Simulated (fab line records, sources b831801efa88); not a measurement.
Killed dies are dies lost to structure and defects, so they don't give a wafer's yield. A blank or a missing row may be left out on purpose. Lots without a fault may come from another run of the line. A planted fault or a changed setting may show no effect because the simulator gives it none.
Which tool did it? | flow sky130 | 10 lots, 30 wafers sampled, at 3 steps of a route of 708

WHAT THE GAUGES READ, wafer by wafer
SKY_VIA3_RS_MEAS_22: measures by four-point-probe.
lot  | measured     | on            | VIA3_W_RS (ohm/sq)
L578 | day 40 00:55 | film_metro-04 | 0.295 0.296 0.294
L580 | day 42 01:48 | film_metro-02 | 0.290 0.289 0.294
L584 | day 42 15:47 | film_metro-01 | 0.291 0.295 0.298
L586 | day 42 19:40 | film_metro-04 | 0.292 0.290 0.295
L587 | day 43 11:16 | film_metro-02 | 0.293 0.295 0.292
L591 | day 44 00:19 | film_metro-02 | 57.822 59.696 59.005
L592 | day 44 08:32 | film_metro-02 | 58.267 59.039 58.663
L595 | day 44 22:03 | film_metro-02 | 0.288 0.293 0.293
L597 | day 45 15:28 | film_metro-01 | 0.296 0.291 0.293
L599 | day 45 22:28 | film_metro-02 | 0.291 0.292 0.297

WHICH TOOL RAN EACH LOT (tool, then ch and the chambers of the sampled wafers, then the start)
lot  | SKY_METAL3_ETCH_16                | SKY_VIA3_CVD_21
L578 | rie_metal-01 ch 0, day 38 21:39   | cvd_w-02 ch 1, day 40 00:47
L580 | rie_metal-04 ch 0,1, day 40 22:58 | cvd_w-02 ch 0,1, day 42 01:39
L584 | rie_metal-01 ch 0,1, day 41 13:47 | cvd_w-02 ch 0,1, day 42 15:40
L586 | rie_metal-04 ch 0,1, day 41 18:11 | cvd_w-02 ch 0,1, day 42 19:32
L587 | rie_metal-01 ch 0,1, day 42 09:33 | cvd_w-01 ch 0,1, day 43 11:08
L591 | rie_metal-03 ch 0,1, day 42 23:46 | cvd_w-02 ch 0,1, day 44 00:11
L592 | rie_metal-03 ch 0,1, day 43 07:48 | cvd_w-01 ch 0,1, day 44 08:25
L595 | rie_metal-01 ch 0,1, day 43 21:21 | cvd_w-01 ch 0,1, day 44 21:56
L597 | rie_metal-04 ch 0, day 44 15:25   | cvd_w-02 ch 0, day 45 15:21
L599 | rie_metal-03 ch 0,1, day 44 23:15 | cvd_w-02 ch 0,1, day 45 22:21
- SKY_METAL3_ETCH_16: etches BARC in N2/H2, stops on SiO2, time 88.2 s, target depth 60 nm.
- SKY_VIA3_CVD_21: deposits W, target thk 390 nm, time 117.31 s.

THE ANSWER, worked out from the rows above alone
Rule: what is usual is taken from the lots themselves. Put in order of their means at a reading, lots are off if they are a third of the lots or fewer, leave a main group of 4 or more, and stand apart from it by a gap of 3 or more times the standard deviation of the main group's means; of several such gaps the widest counts. A main group whose means are all the same, to the digits that the tables above print for the reading, isn't used. A lot without any number at a reading at which 4 lots or more have one is off too. The other lots that the step has rows for count as sound.
Off: L591, L592, at SKY_VIA3_RS_MEAS_22 (VIA3_W_RS). The main group: mean 0.293 ohm/sq, standard deviation 0.0013.
A tool fits if, at a process step before that reading, it ran every lot that is off, and no sound lot after the first of them. The gauges at SKY_VIA3_RS_MEAS_22 are tried like those tools. None of those tried fits.

WHAT THE SIMULATOR HAD PUT IN
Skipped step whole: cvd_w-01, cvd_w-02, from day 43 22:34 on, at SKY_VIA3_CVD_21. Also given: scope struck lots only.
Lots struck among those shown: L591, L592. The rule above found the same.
